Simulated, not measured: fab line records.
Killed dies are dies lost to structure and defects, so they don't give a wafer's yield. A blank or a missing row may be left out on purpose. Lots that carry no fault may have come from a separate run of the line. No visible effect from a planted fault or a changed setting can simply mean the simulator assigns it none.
Which tool did it? || flow sky130 || 11 lots, 33 wafers sampled, at 6 steps of a route of 708

== WHAT EACH GAUGE READ, for each wafer ==
The record holds no reading of a measuring or inspecting step that can be judged against a usual standard deviation.

== WHICH TOOL RAN EACH LOT (tool, then ch and the chambers of the sampled wafers, then the start) ==
{"lot": "L715", "SKY_METAL3_SPUTTER_02": "pvd sputter-03, day 36 11:18", "SKY_METAL3_COAT_07": "litho track-03 ch 0, day 38 02:35", "SKY_METAL3_ETCH_16": "rie metal-01 ch 0,1, day 38 16:01", "SKY_METAL3_ETCH_17": "rie diel-01 ch 1,3, day 38 16:06", "SKY_METAL3_STRIP_19": "plasma asher-02 ch 0,1, day 38 16:18", "SKY_PAD_OPEN_PROBE_99": "-"}
{"lot": "L717", "SKY_METAL3_SPUTTER_02": "pvd sputter-01, day 36 22:39", "SKY_METAL3_COAT_07": "litho track-03 ch 0, day 38 13:46", "SKY_METAL3_ETCH_16": "rie metal-03 ch 0,1, day 39 02:54", "SKY_METAL3_ETCH_17": "rie diel-01 ch 0,3, day 39 02:58", "SKY_METAL3_STRIP_19": "plasma asher-01 ch 0,1, day 39 03:12", "SKY_PAD_OPEN_PROBE_99": "-"}
{"lot": "L719", "SKY_METAL3_SPUTTER_02": "pvd sputter-01, day 38 00:39", "SKY_METAL3_COAT_07": "litho track-02 ch 0, day 39 14:53", "SKY_METAL3_ETCH_16": "rie metal-03 ch 0,1, day 40 03:31", "SKY_METAL3_ETCH_17": "rie diel-03 ch 0,3, day 40 03:37", "SKY_METAL3_STRIP_19": "plasma asher-01 ch 0,1, day 40 03:49", "SKY_PAD_OPEN_PROBE_99": "-"}
{"lot": "L723", "SKY_METAL3_SPUTTER_02": "pvd sputter-03, day 39 06:13", "SKY_METAL3_COAT_07": "litho track-02 ch 0, day 40 19:38", "SKY_METAL3_ETCH_16": "rie metal-01 ch 0,1, day 41 07:57", "SKY_METAL3_ETCH_17": "rie diel-02 ch 0,2, day 41 08:01", "SKY_METAL3_STRIP_19": "plasma asher-04 ch 0,1, day 41 08:15", "SKY_PAD_OPEN_PROBE_99": "-"}
{"lot": "L724", "SKY_METAL3_SPUTTER_02": "pvd sputter-03, day 39 08:00", "SKY_METAL3_COAT_07": "litho track-02 ch 0, day 40 22:08", "SKY_METAL3_ETCH_16": "rie metal-03 ch 0, day 41 11:22", "SKY_METAL3_ETCH_17": "rie diel-02 ch 0,1, day 41 11:28", "SKY_METAL3_STRIP_19": "plasma asher-01 ch 0,1, day 41 11:43", "SKY_PAD_OPEN_PROBE_99": "-"}
{"lot": "L725", "SKY_METAL3_SPUTTER_02": "pvd sputter-03, day 39 15:39", "SKY_METAL3_COAT_07": "litho track-03 ch 0, day 41 05:46", "SKY_METAL3_ETCH_16": "rie metal-01 ch 0,1, day 41 18:39", "SKY_METAL3_ETCH_17": "rie diel-01 ch 0,1,3, day 41 18:43", "SKY_METAL3_STRIP_19": "plasma asher-01 ch 0,1, day 41 19:01", "SKY_PAD_OPEN_PROBE_99": "prober-01, day 48 12:41"}
{"lot": "L726", "SKY_METAL3_SPUTTER_02": "pvd sputter-03, day 39 21:01", "SKY_METAL3_COAT_07": "litho track-02 ch 0, day 41 11:17", "SKY_METAL3_ETCH_16": "rie metal-02 ch 0,1, day 42 00:11", "SKY_METAL3_ETCH_17": "rie diel-03 ch 0,2,3, day 42 00:19", "SKY_METAL3_STRIP_19": "plasma asher-01 ch 0, day 42 00:31", "SKY_PAD_OPEN_PROBE_99": "prober-02, day 48 16:59"}
{"lot": "L727", "SKY_METAL3_SPUTTER_02": "pvd sputter-01, day 40 03:17", "SKY_METAL3_COAT_07": "litho track-02 ch 0, day 41 16:05", "SKY_METAL3_ETCH_16": "rie metal-01 ch 0,1, day 42 04:21", "SKY_METAL3_ETCH_17": "rie diel-02 ch 0,2,3, day 42 04:27", "SKY_METAL3_STRIP_19": "plasma asher-01 ch 0,1, day 42 04:43", "SKY_PAD_OPEN_PROBE_99": "-"}
{"lot": "L728", "SKY_METAL3_SPUTTER_02": "pvd sputter-01, day 40 16:16", "SKY_METAL3_COAT_07": "litho track-01 ch 0, day 42 04:49", "SKY_METAL3_ETCH_16": "rie metal-03 ch 0,1, day 42 17:04", "SKY_METAL3_ETCH_17": "rie diel-01 ch 2,3, day 42 17:10", "SKY_METAL3_STRIP_19": "plasma asher-01 ch 0,1, day 42 17:21", "SKY_PAD_OPEN_PROBE_99": "-"}
{"lot": "L730", "SKY_METAL3_SPUTTER_02": "pvd sputter-03, day 40 21:53", "SKY_METAL3_COAT_07": "litho track-03 ch 0, day 42 11:23", "SKY_METAL3_ETCH_16": "rie metal-02 ch 0, day 43 00:22", "SKY_METAL3_ETCH_17": "rie diel-02 ch 0,3, day 43 00:32", "SKY_METAL3_STRIP_19": "plasma asher-04 ch 1, day 43 00:44", "SKY_PAD_OPEN_PROBE_99": "-"}
{"lot": "L734", "SKY_METAL3_SPUTTER_02": "pvd sputter-01, day 42 04:44", "SKY_METAL3_COAT_07": "litho track-03 ch 0, day 43 16:31", "SKY_METAL3_ETCH_16": "rie metal-03 ch 0,1, day 44 04:21", "SKY_METAL3_ETCH_17": "rie diel-01 ch 0,1, day 44 04:27", "SKY_METAL3_STRIP_19": "plasma asher-02 ch 0,1, day 44 04:39", "SKY_PAD_OPEN_PROBE_99": "-"}
- SKY_METAL3_SPUTTER_02: material AlCu, target thk 735 nm, time 39.1 s.
- SKY_METAL3_COAT_07: resist thk 60 nm.
- SKY_METAL3_ETCH_16: etches BARC in N2/H2, stops on SiO2, time 88.2 s, target depth 60 nm.
- SKY_METAL3_ETCH_17: etches SiO2 in C4F8/O2/Ar, stops on TiN, time 3.9 s, target depth 15 nm.
- SKY_METAL3_STRIP_19: strips in O2/N2.
- SKY_PAD_OPEN_PROBE_99

== WHAT THE TOOLS THEMSELVES READ (means of the sampled wafers that have a number; where no wafer has one, the mark that the record gives instead) ==
SKY_METAL3_SPUTTER_02.
{"lot": "L715", "tool": "pvd sputter-03", "throttle valve pct (%)": 29.5}
{"lot": "L717", "tool": "pvd sputter-01", "throttle valve pct (%)": 29.8}
{"lot": "L719", "tool": "pvd sputter-01", "throttle valve pct (%)": 29.3}
{"lot": "L723", "tool": "pvd sputter-03", "throttle valve pct (%)": 30.3}
{"lot": "L724", "tool": "pvd sputter-03", "throttle valve pct (%)": 29.8}
{"lot": "L725", "tool": "pvd sputter-03", "throttle valve pct (%)": 29.6}
{"lot": "L726", "tool": "pvd sputter-03", "throttle valve pct (%)": 30.0}
{"lot": "L727", "tool": "pvd sputter-01", "throttle valve pct (%)": 30.0}
{"lot": "L728", "tool": "pvd sputter-01", "throttle valve pct (%)": 29.3}
{"lot": "L730", "tool": "pvd sputter-03", "throttle valve pct (%)": 30.3}
{"lot": "L734", "tool": "pvd sputter-01", "throttle valve pct (%)": 30.2}

SKY_METAL3_ETCH_16.
{"lot": "L715", "tool": "rie metal-01", "drypump motor current A (A)": 5.57, "oes product au (a.u.)": 0.626, "throttle valve pct (%)": 13.202}
{"lot": "L717", "tool": "rie metal-03", "drypump motor current A (A)": 5.70, "oes product au (a.u.)": 0.628, "throttle valve pct (%)": 13.199}
{"lot": "L719", "tool": "rie metal-03", "drypump motor current A (A)": 5.71, "oes product au (a.u.)": 0.623, "throttle valve pct (%)": 13.200}
{"lot": "L723", "tool": "rie metal-01", "drypump motor current A (A)": 5.58, "oes product au (a.u.)": 0.625, "throttle valve pct (%)": 13.202}
{"lot": "L724", "tool": "rie metal-03", "drypump motor current A (A)": 5.80, "oes product au (a.u.)": 0.627, "throttle valve pct (%)": 13.208}
{"lot": "L725", "tool": "rie metal-01", "drypump motor current A (A)": 5.56, "oes product au (a.u.)": 0.624, "throttle valve pct (%)": 13.210}
{"lot": "L726", "tool": "rie metal-02", "drypump motor current A (A)": 5.79, "oes product au (a.u.)": 0.626, "throttle valve pct (%)": 13.206}
{"lot": "L727", "tool": "rie metal-01", "drypump motor current A (A)": 5.54, "oes product au (a.u.)": 0.627, "throttle valve pct (%)": 13.197}
{"lot": "L728", "tool": "rie metal-03", "drypump motor current A (A)": 5.72, "oes product au (a.u.)": 0.623, "throttle valve pct (%)": 13.197}
{"lot": "L730", "tool": "rie metal-02", "drypump motor current A (A)": 5.99, "oes product au (a.u.)": 0.628, "throttle valve pct (%)": 13.205}
{"lot": "L734", "tool": "rie metal-03", "drypump motor current A (A)": 5.74, "oes product au (a.u.)": 0.632, "throttle valve pct (%)": 13.198}

SKY_METAL3_ETCH_17.
{"lot": "L715", "tool": "rie diel-01", "oes product au (a.u.)": 0.759}
{"lot": "L717", "tool": "rie diel-01", "oes product au (a.u.)": 0.757}
{"lot": "L719", "tool": "rie diel-03", "oes product au (a.u.)": 0.757}
{"lot": "L723", "tool": "rie diel-02", "oes product au (a.u.)": 0.762}
{"lot": "L724", "tool": "rie diel-02", "oes product au (a.u.)": 0.747}
{"lot": "L725", "tool": "rie diel-01", "oes product au (a.u.)": 0.756}
{"lot": "L726", "tool": "rie diel-03", "oes product au (a.u.)": 0.760}
{"lot": "L727", "tool": "rie diel-02", "oes product au (a.u.)": 0.756}
{"lot": "L728", "tool": "rie diel-01", "oes product au (a.u.)": 0.750}
{"lot": "L730", "tool": "rie diel-02", "oes product au (a.u.)": 0.752}
{"lot": "L734", "tool": "rie diel-01", "oes product au (a.u.)": 0.762}

SKY_METAL3_STRIP_19.
{"lot": "L715", "tool": "plasma asher-02", "drypump motor current A (A)": 5.5, "oes product au (a.u.)": 0.499, "strip time to endpoint s (s)": 6.45}
{"lot": "L717", "tool": "plasma asher-01", "drypump motor current A (A)": 5.8, "oes product au (a.u.)": 0.500, "strip time to endpoint s (s)": 6.52}
{"lot": "L719", "tool": "plasma asher-01", "drypump motor current A (A)": 5.8, "oes product au (a.u.)": 0.501, "strip time to endpoint s (s)": 6.48}
{"lot": "L723", "tool": "plasma asher-04", "drypump motor current A (A)": 5.3, "oes product au (a.u.)": 0.499, "strip time to endpoint s (s)": 6.50}
{"lot": "L724", "tool": "plasma asher-01", "drypump motor current A (A)": 5.8, "oes product au (a.u.)": 0.507, "strip time to endpoint s (s)": 6.54}
{"lot": "L725", "tool": "plasma asher-01", "drypump motor current A (A)": 5.8, "oes product au (a.u.)": 0.508, "strip time to endpoint s (s)": 6.60}
{"lot": "L726", "tool": "plasma asher-01", "drypump motor current A (A)": 6.6, "oes product au (a.u.)": 0.497, "strip time to endpoint s (s)": 6.47}
{"lot": "L727", "tool": "plasma asher-01", "drypump motor current A (A)": 6.2, "oes product au (a.u.)": 0.498, "strip time to endpoint s (s)": 6.50}
{"lot": "L728", "tool": "plasma asher-01", "drypump motor current A (A)": 5.8, "oes product au (a.u.)": 0.504, "strip time to endpoint s (s)": 6.56}
{"lot": "L730", "tool": "plasma asher-04", "drypump motor current A (A)": 5.3, "oes product au (a.u.)": 0.502, "strip time to endpoint s (s)": 6.49}
{"lot": "L734", "tool": "plasma asher-02", "drypump motor current A (A)": 5.5, "oes product au (a.u.)": 0.499, "strip time to endpoint s (s)": 6.44}

SKY_PAD_OPEN_PROBE_99.
{"lot": "L725", "tool": "prober-01", "defect limited yield (%)": 83.3, "killed_at_M0_to_M3": 41, "killed_at_M4_up": 2.7, "killed at contacts": 22, "killed at front end": 17, "killed at other": 0.0, "killed dies": 82, "killed open": 47, "killed short": 35, "sort_bin_3_pad_short (%)": 1.0, "sort_bin_5_function (%)": 9.7, "sort_bin_6_memory (%)": 6.0, "sort n pass": 410, "sort yield pct (%)": 83.3}
{"lot": "L726", "tool": "prober-02", "defect limited yield (%)": 84.8, "killed_at_M0_to_M3": 35, "killed_at_M4_up": 4.0, "killed at contacts": 20, "killed at front end": 16, "killed at other": 0.0, "killed dies": 75, "killed open": 35, "killed short": 40, "sort_bin_3_pad_short (%)": 0.8, "sort_bin_5_function (%)": 9.1, "sort_bin_6_memory (%)": 5.3, "sort n pass": 417, "sort yield pct (%)": 84.8}

== THE ANSWER, worked out from the rows above alone ==
Rule: usual is defined by the lots themselves. Put in order of their means at a reading, lots are off if they are a third of the lots or fewer, leave a main group of 4 or more, and stand apart from it by a gap of 3 or more times the standard deviation of the main group's means; of several such gaps the widest counts. Not used: any main group whose means are identical at the precision the tables above print for the reading. A lot without any number at a reading at which 4 lots or more have one is off too. All remaining lots with rows at the step are treated as sound. After the gauges, taken in route order, come the tools' own readings; for these a lot's mean is taken, as printed above. At the first step where some lot is off, the reading lying furthest off is the one used; lots without a number count as furthest.
No lot is off at any reading shown: from this, nothing can be told.

== WHAT THE SIMULATOR HAD PUT IN ==
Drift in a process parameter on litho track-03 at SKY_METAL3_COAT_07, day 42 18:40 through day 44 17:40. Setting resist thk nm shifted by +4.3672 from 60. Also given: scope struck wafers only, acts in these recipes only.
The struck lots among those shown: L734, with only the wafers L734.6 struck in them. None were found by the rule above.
